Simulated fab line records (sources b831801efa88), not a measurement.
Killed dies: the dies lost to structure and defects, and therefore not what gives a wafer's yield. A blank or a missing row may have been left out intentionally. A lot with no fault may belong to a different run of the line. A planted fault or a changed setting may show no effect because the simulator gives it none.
A lot that was struck, set against a sound lot -- flow sky130 -- 14 out of 708 route steps
Sound: the wafers L442.4, L442.5, L442.6. Wafers L440.2, L440.4, L440.6 were the ones struck. The cause is given at the end.
Each step with rows lists, per side, the tool, then ch with its chambers, then its first start. Under that, the readings that differ: sound wafers -- struck wafers -- difference of the means -- sigmas: that difference in standard deviations of wafers without a fault.
alike: words and numbers the same on both sides, and readings whose means are apart by under 2 such deviations; not compared: readings that were withheld, readings missing a value for some wafer, numbers with overlapping values and no deviation given by the record, and bounds like >300 which may hide the same value.
The two part at a step that has a row with sigmas, a row that says differs or no value, or rows on one side only. Numbers that don't overlap but have no deviation are shown without sigmas and don't part them. Lack of a reading on every wafer of one side parts them only where that side has two or more wafers.

first, 3 steps without rows for these wafers: SKY_METAL2_EXPOSE_12 (exposes mask MM2, target cd 140 nm); SKY_METAL2_PEB_13; SKY_METAL2_DEVELOP_14 (develop time 60 s).
SKY_METAL2_CD_MEAS_15: the cd target is 140 nm.
  sound: cd-sem-01 at day 37 14:24; struck: cd-sem-01 at day 37 15:22
  alike: cd-nm
SKY_METAL2_OVL_MEAS_16:
  sound: overlay-01 at day 37 14:28; struck: overlay-01 at day 37 15:28
  alike: METAL2_OVL
SKY_METAL2_DESCUM_17: chemistry O2, time 8 s.
  sound on rie-metal-04 ch 0,1, day 37 14:30; struck on rie-metal-02 ch 0,1, day 37 15:29
  alike: chamber-pressure-mTorr, drypump-motor-current-A, oes-product-au, temp-c
  not compared: rf-hours-counter-h
SKY_METAL2_ETCH_18: etches BARC in N2/H2, stops on SiO2, time 45.9 s, target depth 60 nm.
  sound on rie-metal-04 ch 0,1, day 37 14:32; struck on rie-metal-02 ch 0,1, day 37 15:31
  alike: chamber-pressure-mTorr, drypump-motor-current-A, oes-product-au, throttle-valve-pct
  not compared: rf-hours-counter-h
SKY_METAL2_METAL_ETCH_19: etches the open film in Cl2/BCl3, stops on SiO2, target depth 360 nm, time 78 s.
  sound on rie-metal-04 ch 0,1, day 37 14:37; struck on rie-metal-02 ch 0,1, day 37 15:35
  alike: chamber-pressure-mTorr, drypump-motor-current-A, oes-product-au, throttle-valve-pct
  not compared: rf-hours-counter-h
SKY_METAL2_STRIP_20: strips in O2/N2.
  sound on plasma-asher-02 ch 0,1, day 37 14:43; struck on plasma-asher-01 ch 1, day 37 15:41
reading,sound,struck,difference,sigmas
drypump-motor-current-A (A),5.2 5.2 5.6,6.5 6.5 6.6,+1.2,+2
  alike: chamber-pressure-mTorr, oes-product-au, strip-time-to-endpoint-s
  not compared: rf-hours-counter-h
then, 3 steps without rows for these wafers: SKY_METAL2_STRIP_21 (strips in post etch residue remover, time 1200 s); SKY_METAL2_CLEAN_22 (cleans in IPA, time 180 s); SKY_METAL2_CLEAN_23 (cleans in O3/DIW).
SKY_VIA2_HDPCVD_00: deposits SiO2, target thk 1180 nm, time 196.7 s.
  sound on hdpcvd-02 ch 0,1,2, day 37 15:20; struck on hdpcvd-02 ch 0,1, day 37 16:16
  no value came back on the struck wafers for pressure-mtorr (mTorr), run-length-s (s), susceptor-temp-C (C); on the sound wafers pressure-mtorr (mTorr) reads 6.011 6.020 6.008
SKY_PAD_OPEN_PROBE_99:
  sound wafers here have rows in the record (prober-01, day 47 15:36); struck ones have none

## WHERE THEY PART
Last at SKY_PAD_OPEN_PROBE_99 as far as this record goes, first at SKY_METAL2_STRIP_20.

WHY: whatever the simulator had introduced
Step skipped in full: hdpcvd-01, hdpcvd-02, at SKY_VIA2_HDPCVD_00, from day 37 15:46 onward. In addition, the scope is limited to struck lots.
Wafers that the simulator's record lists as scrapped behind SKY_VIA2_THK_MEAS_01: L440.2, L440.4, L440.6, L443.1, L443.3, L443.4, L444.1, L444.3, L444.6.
